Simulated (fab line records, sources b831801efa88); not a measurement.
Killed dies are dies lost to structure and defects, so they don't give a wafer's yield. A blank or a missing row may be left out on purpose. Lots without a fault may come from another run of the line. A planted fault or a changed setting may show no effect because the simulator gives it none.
Chamber matching | flow gf180mcu | GF_V2_CMP_04 on cmp-01: 4 sister chambers
The step polishes SiO2. 4 wafers are shown with their chamber, then 7 later ones without.

WAFERS WITH THEIR CHAMBER
wafer  | chamber | motor_current_A (A)
L920.5 | 1       | 11.9
L922.5 | 2       | 10.6
L923.1 | 0       | 11.4
L923.3 | 3       | 11.8

WAFERS WITHOUT THEIR CHAMBER
wafer  | motor_current_A (A)
L923.4 | 10.3
L927.1 | 11.1
L927.4 | 12.1
L927.5 | 12.3
L926.3 | 11.9
L926.4 | 10.9
L926.5 | 12.4

WHICH CHAMBER EACH WENT THROUGH
wafer  | from the rows above               | in truth
L923.4 | 2                                 | 2
L927.1 | can't be placed: 0 or 2 or 3 or 1 | 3
L927.4 | can't be placed: 1 or 3 or 0      | 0
L927.5 | can't be placed: 1 or 3 or 0      | 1
L926.3 | can't be placed: 1 or 3 or 0      | 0
L926.4 | can't be placed: 2 or 0 or 3      | 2
L926.5 | can't be placed: 1 or 3 or 0      | 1
Placed correctly: 1 of 7. Can't be placed from these rows: 6 (the true chamber is among the candidates in 6). Placed wrongly: 0.
How it was worked out, from the rows above alone: a wafer's distance from a chamber is the root of the sum, over the readings, of the square of ((its reading less the chamber's mean) divided by the reading's scatter). The wafer belongs to the nearest chamber; if the next one is less than 2 further off, it can't be placed. A chamber's mean is the mean of its shown wafers. The scatter: with one shown wafer a chamber, the root of the mean of the squares of how far each hidden wafer lies from its nearest shown one.
